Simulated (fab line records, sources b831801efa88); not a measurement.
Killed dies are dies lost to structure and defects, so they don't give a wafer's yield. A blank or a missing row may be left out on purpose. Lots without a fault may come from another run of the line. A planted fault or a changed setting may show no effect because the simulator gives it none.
fab line records | flow sky130
record lots=11 wafers=32 last_day=50
route steps=708 shown METAL3@567 VIA3@576
lots that met no fault: from a run of the same line without faults
start_h: hours from the record's first day to the start of the lot's first wafer shown | wait_h: hours since the lot's step before | " the same as in the row above | L1.1+2: a row that stands for several wafers | - no value, or no start given | * or withheld: withheld | < > ~ a bound
route shown NAME@n: a module of which the file shows steps, and the number in the route of the first | usual: mean/standard deviation of fault-free wafers | same: alike in all rows | chamber/n: place in a boat | sites: the reading at each site | _std_site: their standard deviation | _edge_site: outer sites' mean less inner sites' | radius_mm: how far each site lies from the wafer's centre | mask NAME#n: copy n | behind: the tool/chamber that last shaped the wafer | hold: why the lot was held/for how many hours/how that ended | device: the transistor (n, p or np) that didn't switch | end of line: the same wafers' tests at the end of the route | a step without rows: its recipe alone | killed: dies lost to structure and defects at the first sort, not the wafer's yield | map: a wafer's dies, x killed, . not, _ none there
set.NAME: the setting as run; set.NAME@STEP: as run at that earlier step | model.NAME: the simulator's own value behind a step, which no gauge read
steps of the route over a sample of lots; a table a step, a row a wafer
services: from which hour (start_h, from the record's first day; less than 0 if before it) a tool's chamber was out of use, for how many hours, and why
## steps
# step SKY_METAL3_ETCH_17
# recipe target=SiO2 stop_on=TiN chemistry=C4F8/O2/Ar source_w=1500 bias_w=1200 pressure_mtorr=40 c4f8_flow_sccm=withheld O2_flow_sccm=6 Ar_flow_sccm=300 time_s=3.9 target_depth_a=150
# usual oes_product_au=0.756/0.0075
# columns lot.wafer tool chamber start_h wait_h oes_product_au rf_hours_counter_h
L533.1 rie_diel-04 0 911.94 0.1 0.740 15
L533.2 " 3 " " 0.743 8
L533.5 " 0 " " 0.744 -
L535.2 rie_diel-02 0 929.36 0.1 0.760 13
L535.4 " 3 " " 0.763 9
L535.5 " 0 " " 0.770 -
L536.2 rie_diel-04 3 942.11 0.1 0.754 9
L536.3 " 1 " " 0.756 28
L536.5 " 3 " " 0.745 -
L537.2 rie_diel-02 1 951.02 0.1 0.738 12
L537.3 " 0 " " 0.748 13
L537.5 " 1 " " 0.740 -
L539.3 rie_diel-04 2 956.57 0.0 0.747 18
L539.4 " 1 " " 0.752 28
L539.5 " 3 " " 0.749 -
L540.3 rie_diel-04 2 967.51 0.0 0.753 18
L540.4 " 0 " " 0.760 -
L540.6 " 2 " " 0.751 -
L544.1 rie_diel-01 1 997.72 0.1 0.756 17
L544.4 " 3 " " 0.757 8
L544.6 " 3 " " 0.763 -
L547.2 rie_diel-02 3 1019.02 0.1 0.752 11
L547.3 " 0 " " 0.762 15
L547.4 " 1 " " 0.760 14
L550.4 rie_diel-01 1 1032.01 0.0 0.742 18
L550.6 " 3 " " 0.762 -
L552.1 rie_diel-01 3 1046.37 0.1 0.765 9
L552.2 " 0 " " 0.760 13
L552.6 " 0 " " 0.766 -
L555.1 rie_diel-02 0 1062.37 0.1 0.751 17
L555.5 " 1 " " 0.773 -
L555.6 " 2 " " 0.755 -
# step SKY_VIA3_BOW_MEAS_03
# recipe mode=bow
# usual VIA3_BOW=79/7.6
# columns lot.wafer tool chamber start_h wait_h VIA3_BOW[um]
L533.1 film_metro-03 - 913.94 0.2 73
L533.2 " - " " 75
L533.5 " - " " 79
L535.2 film_metro-01 - 930.70 0.2 84
L535.4 " - " " 89
L535.5 " - " " 80
L536.2 film_metro-01 - 943.46 0.3 94
L536.3 " - " " 86
L536.5 " - " " 91
L537.2 film_metro-03 - 952.49 0.2 70
L537.3 " - " " 71
L537.5 " - " " 77
L539.3 film_metro-01 - 958.05 0.2 72
L539.4 " - " " 59
L539.5 " - " " 64
L540.3 film_metro-03 - 968.91 0.2 79
L540.4 " - " " 83
L540.6 " - " " 87
L544.1 film_metro-04 - 999.13 0.2 74
L544.4 " - " " 78
L544.6 " - " " 73
L547.2 film_metro-04 - 1020.35 0.1 80
L547.3 " - " " 78
L547.4 " - " " 81
L550.4 film_metro-04 - 1033.43 0.3 84
L550.6 " - " " 76
L552.1 film_metro-04 - 1047.72 0.2 87
L552.2 " - " " 86
L552.6 " - " " 80
L555.1 film_metro-01 - 1064.13 0.1 85
L555.5 " - " " 69
L555.6 " - " " 71
# step SKY_VIA3_ETCH_14
# recipe chemistry=N2/H2 target=BARC ion_energy_ev=200 source_w=500 bias_w=100 pressure_mtorr=30 n2_flow_sccm=100 h2_flow_sccm=200 stop_on=SiO2 time_s=45.9 target_depth_a=600
# usual drypump_motor_current_A=5.7/0.43 h2_flow_sccm=200.0/0.58 oes_product_au=0.856/0.0049 throttle_valve_pct=13.225/0.0088
# columns lot.wafer tool chamber start_h wait_h drypump_motor_current_A h2_flow_sccm oes_product_au rf_hours_counter_h throttle_valve_pct
L533.1 rie_diel-02 1 939.14 0.0 5.5 200.0 0.857 12 13.226
L533.2 " 3 " " 5.7 200.0 0.861 9 13.215
L533.5 " 0 " " 6.3 199.3 0.854 - 13.210
L535.2 rie_diel-04 2 955.50 0.0 6.3 200.3 0.850 18 13.227
L535.4 " 3 " " 5.8 199.9 0.862 9 13.224
L535.5 " 1 " " 6.3 199.7 0.856 - 13.217
L536.2 rie_diel-02 2 968.05 0.0 5.3 199.5 0.850 11 13.232
L536.3 " 3 " " 5.7 200.5 0.854 10 13.239
L536.5 " 1 " " 5.6 200.3 0.854 - 13.222
L537.2 rie_diel-02 0 977.14 0.0 6.3 199.5 0.851 14 13.243
L537.3 " 2 " " 5.3 200.1 0.854 11 13.218
L537.5 " 1 " " 5.6 199.9 0.841 - 13.229
L539.3 rie_diel-03 2 983.16 0.0 5.8 199.2 0.867 18 13.228
L539.4 " 1 " " 5.5 199.2 0.856 22 13.221
L539.5 " 0 " " 5.7 200.0 0.852 - 13.236
L540.3 rie_diel-02 1 992.80 0.0 5.6 200.4 0.856 13 13.221
L540.4 " 0 " " 6.3 200.3 0.847 14 13.213
L540.6 " 1 " " 5.5 199.4 0.857 - 13.225
L544.1 rie_diel-04 0 1022.96 0.0 5.7 199.9 0.860 19 13.220
L544.4 " 1 " " 6.3 199.3 0.845 1 13.218
L544.6 " 2 " " 6.3 202.1 0.857 - 13.222
L547.2 rie_diel-02 3 1042.89 0.0 5.7 200.3 0.853 12 13.217
L547.3 " 2 " " 5.3 199.7 0.860 13 13.225
L547.4 " 2 " " 5.3 199.0 0.859 - 13.220
L550.4 rie_diel-02 0 1055.91 0.0 6.3 198.8 0.853 16 13.240
L550.6 " 3 " " 5.7 201.4 0.859 - 13.219
L552.1 rie_diel-04 3 1070.09 0.0 5.9 200.1 0.854 14 13.248
L552.2 " 0 " " 5.7 200.3 0.855 21 13.222
L552.6 " 1 " " 6.3 200.0 0.856 - 13.230
L555.1 rie_diel-03 0 1085.44 0.0 5.7 199.8 0.866 18 13.235
L555.5 " 3 " " 4.7 201.0 0.860 - 13.223
L555.6 " 1 " " 5.5 199.5 0.862 - 13.233
# step SKY_VIA3_STRIP_16
# recipe chemistry=O2/N2 power_w=1400 pressure_mtorr=1500 platen_temp_c=withheld o2_flow_sccm=3000 n2_flow_sccm=300 overash_fraction=0.5
# usual drypump_motor_current_A=5.7/0.47 o2_flow_sccm=2999/10 oes_product_au=0.403/0.0047 strip_time_to_endpoint_s=4.15/0.037
# columns lot.wafer tool chamber start_h wait_h drypump_motor_current_A o2_flow_sccm oes_product_au rf_hours_counter_h strip_time_to_endpoint_s
L533.1 plasma_asher-03 0 939.24 0.0 5.1 2992 0.394 117 4.16
L533.2 " 1 " " 6.0 3004 0.403 117 4.18
L533.5 " 1 " " 6.0 3000 0.401 - 4.11
L535.2 plasma_asher-01 1 955.60 0.0 5.4 2990 0.404 21 4.14
L535.4 " 0 " " 6.4 2994 0.406 - 4.19
L535.5 " 1 " " 5.4 3003 0.401 - 4.09
L536.2 plasma_asher-03 1 968.15 0.0 6.0 3010 0.401 120 4.16
L536.3 " 0 " " 5.0 2986 0.404 - 4.13
L536.5 " 0 " " 5.0 2981 0.406 - 4.16
L537.2 plasma_asher-03 1 977.24 0.0 6.0 3020 0.395 121 4.09
L537.3 " 1 " " 6.0 3004 0.411 - 4.17
L537.5 " 1 " " 6.0 3015 0.404 - 4.16
L539.3 plasma_asher-03 1 983.29 0.1 6.0 2998 0.403 - 4.12
L539.4 " 0 " " 5.1 3011 0.400 - 4.15
L539.5 " 1 " " 6.0 2993 0.412 - 4.18
L540.3 plasma_asher-03 1 992.94 0.1 6.1 3000 0.398 - 4.14
L540.4 " 0 " " 5.1 2991 0.401 - 4.06
L540.6 " 0 " " 5.1 2983 0.411 - 4.17
L544.1 plasma_asher-02 0 1023.06 0.0 5.6 2993 0.410 50 4.14
L544.4 " 0 " " 5.6 2996 0.408 - 4.17
L544.6 " 0 " " 5.6 3005 0.411 - 4.19
L547.2 plasma_asher-02 1 1042.99 0.0 5.8 2991 0.405 52 4.14
L547.3 " 0 " " 5.5 2982 0.396 - 4.15
L547.4 " 1 " " 5.8 3006 0.410 - 4.16
L550.4 plasma_asher-01 1 1056.05 0.1 5.4 2998 0.397 - 4.09
L550.6 " 0 " " 6.4 3003 0.394 - 3.90
L552.1 plasma_asher-03 0 1070.19 0.0 5.1 3012 0.405 1 4.19
L552.2 " 1 " " 6.0 3009 0.404 1 4.14
L552.6 " 1 " " 6.0 3008 0.399 - 4.14
L555.1 plasma_asher-01 0 1085.54 0.0 6.4 2989 0.401 35 4.15
L555.5 " 0 " " 6.4 2996 0.395 - 4.16
L555.6 " 1 " " 5.4 2995 0.398 - 4.15
# step SKY_VIA3_CVD_21
# recipe material=W target_thk_nm=390 time_s=117.31 temp_c=400 pressure_torr=40
# usual heater_power_w=966/85
# columns lot.wafer tool chamber start_h wait_h heater_power_w since_wet_clean_h
L533.1 cvd_w-02 1 939.92 0.0 969 536
L533.2 " 0 " " 1082 536
L533.5 " 0 " " 1073 -
L535.2 cvd_w-02 0 956.30 0.0 1080 552
L535.4 " 0 " " 1066 -
L535.5 " 0 " " 1041 -
L536.2 cvd_w-02 0 968.82 0.0 1088 565
L536.3 " 1 " " 953 -
L536.5 " 1 " " 972 -
L537.2 cvd_w-02 1 977.91 0.0 983 574
L537.3 " 1 " " 965 -
L537.5 " 0 " " 1054 -
L539.3 cvd_w-02 0 983.99 0.1 1059 -
L539.4 " 1 " " 957 -
L539.5 " 1 " " 953 -
L540.3 cvd_w-02 0 993.60 0.1 1064 -
L540.4 " 1 " " 986 -
L540.6 " 1 " " 939 -
L544.1 cvd_w-02 1 1023.72 0.0 966 620
L544.4 " 1 " " 950 -
L544.6 " 1 " " 956 -
L547.2 cvd_w-01 1 1043.72 0.1 895 -
L547.3 " 1 " " 901 -
L547.4 " 1 " " 883 -
L550.4 cvd_w-01 0 1056.71 0.0 831 -
L550.6 " 0 " " 840 -
L552.1 cvd_w-02 1 1070.84 0.0 994 667
L552.2 " 0 " " 1080 667
L552.6 " 1 " " 981 -
L555.1 cvd_w-02 0 1086.19 0.0 1056 682
L555.5 " 0 " " 1048 -
L555.6 " 1 " " 989 -
## services
# columns tool chamber start_h hours kind
rie_diel-04 - 890.00 14.6 pm
plasma_asher-02 - 893.10 11.7 pm
cvd_w-01 - 904.00 14.0 pm
rie_diel-04 3 906.95 4.3 repair
rie_diel-02 0 908.17 13.9 repair
rie_diel-01 - 909.10 1.2 repair
plasma_asher-01 - 913.00 7.8 repair
rie_diel-01 - 917.14 0.2 repair
plasma_asher-02 - 922.01 75.3 repair
rie_diel-02 - 941.85 5.4 repair
rie_diel-03 3 944.61 9.0 repair
rie_diel-02 - 952.03 15.6 pm
rie_diel-01 - 963.40 0.4 repair
rie_diel-01 - 964.54 0.3 repair
plasma_asher-02 - 975.36 0.6 repair
rie_diel-01 - 982.29 2.8 pm
rie_diel-04 0 983.83 3.4 repair
rie_diel-01 2 1012.16 4.9 repair
plasma_asher-01 - 1017.71 6.1 repair
rie_diel-02 1 1040.84 7.5 repair
plasma_asher-03 - 1055.34 9.0 pm
rie_diel-04 - 1055.89 2.8 pm
rie_diel-03 3 1076.90 4.9 repair
rie_diel-03 2 1078.30 7.4 repair
## key
first_sign step=SKY_VIA3_STRIP_16 reading=strip_time_to_endpoint_s direction=down sigmas=6.6 usual=* struck=*
effect none on later readings
met_at SKY_VIA3_ETCH_14
struck_lots L550
struck_wafers L550.6
not_acting_at SKY_METAL3_ETCH_17,SKY_VIA3_BOW_MEAS_03,SKY_VIA3_CVD_21
onset_between 1042.89 1055.91
fault kind=process_parameter_drift tool=rie_diel-02 chamber=3 onset_h=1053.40 steps=SKY_VIA3_ETCH_14 channel=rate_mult offset=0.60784 shape=step end_h=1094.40
